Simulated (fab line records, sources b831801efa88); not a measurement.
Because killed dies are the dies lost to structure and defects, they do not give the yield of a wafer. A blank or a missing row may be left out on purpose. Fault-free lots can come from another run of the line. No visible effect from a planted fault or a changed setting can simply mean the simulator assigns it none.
Which tool is to blame? | flow sfq line | 7 lots with 21 wafers sampled at 3 steps, on a route of 325 steps

== WHAT THE GAUGES SHOWED, per wafer ==
SFQ_JJ_OVL_MEAS_931.
lot  | measured     | on         | J5_OVL (nm)
L606 | day 43 13:50 | overlay-02 | 8 2 5
L608 | day 44 09:01 | overlay-02 | -2 -9 3
L610 | day 45 18:28 | overlay-01 | -4 0 4
L612 | day 46 16:04 | overlay-01 | -3 1 2
L614 | day 47 10:46 | overlay-01 | -3 -1 0
L616 | day 47 20:22 | overlay-01 | 2 3 4
L618 | day 48 04:46 | overlay-02 | 1 2 2

== WHICH TOOL RAN EACH LOT (tool, then ch and the chambers of the sampled wafers, then the start) ==
lot  | SFQ_TRILAYER_I4_CMP_CMP_100   | SFQ_TRILAYER_JJ_CE_LITHO_EXPOSE_115
L606 | cmp-01 ch 0,3, day 36 22:29   | krf scanner-01 ch 0, day 43 12:31
L608 | cmp-01 ch 1,2,3, day 37 22:29 | krf scanner-01 ch 0, day 44 07:31
L610 | cmp-02 ch 0,1,3, day 39 09:14 | krf scanner-01 ch 0, day 45 16:58
L612 | cmp-02 ch 2,3, day 40 11:02   | krf scanner-01 ch 0, day 46 14:58
L614 | cmp-02 ch 1,2, day 41 02:28   | krf scanner-01 ch 0, day 47 09:16
L616 | cmp-01 ch 0,2, day 41 14:53   | krf scanner-01 ch 0, day 47 18:52
L618 | cmp-01 ch 2,3, day 41 23:53   | krf scanner-01 ch 0, day 48 03:28
- SFQ_TRILAYER_I4_CMP_CMP_100: polishes SiO2.
- SFQ_TRILAYER_JJ_CE_LITHO_EXPOSE_115: exposes mask J5, target cd 700 nm.

== THE ANSWER, worked out from the rows above alone ==
Rule: the usual values come from the lots themselves. The widest of any qualifying gaps counts: lots, ordered by their means at a reading, are off when they make up no more than a third of the lots, leave a main group of 4 or more, and stand apart from it by 3 or more times the standard deviation of that group's means. Not used: any main group whose means are identical at the precision the tables above print for the reading. Also off: a lot with no number at a reading for which 4 or more lots have one. The other lots that the step has rows for count as sound.
Across all readings shown, no lot is off: no conclusion can be drawn from this.

== WHAT THE SIMULATOR HAD INSERTED ==
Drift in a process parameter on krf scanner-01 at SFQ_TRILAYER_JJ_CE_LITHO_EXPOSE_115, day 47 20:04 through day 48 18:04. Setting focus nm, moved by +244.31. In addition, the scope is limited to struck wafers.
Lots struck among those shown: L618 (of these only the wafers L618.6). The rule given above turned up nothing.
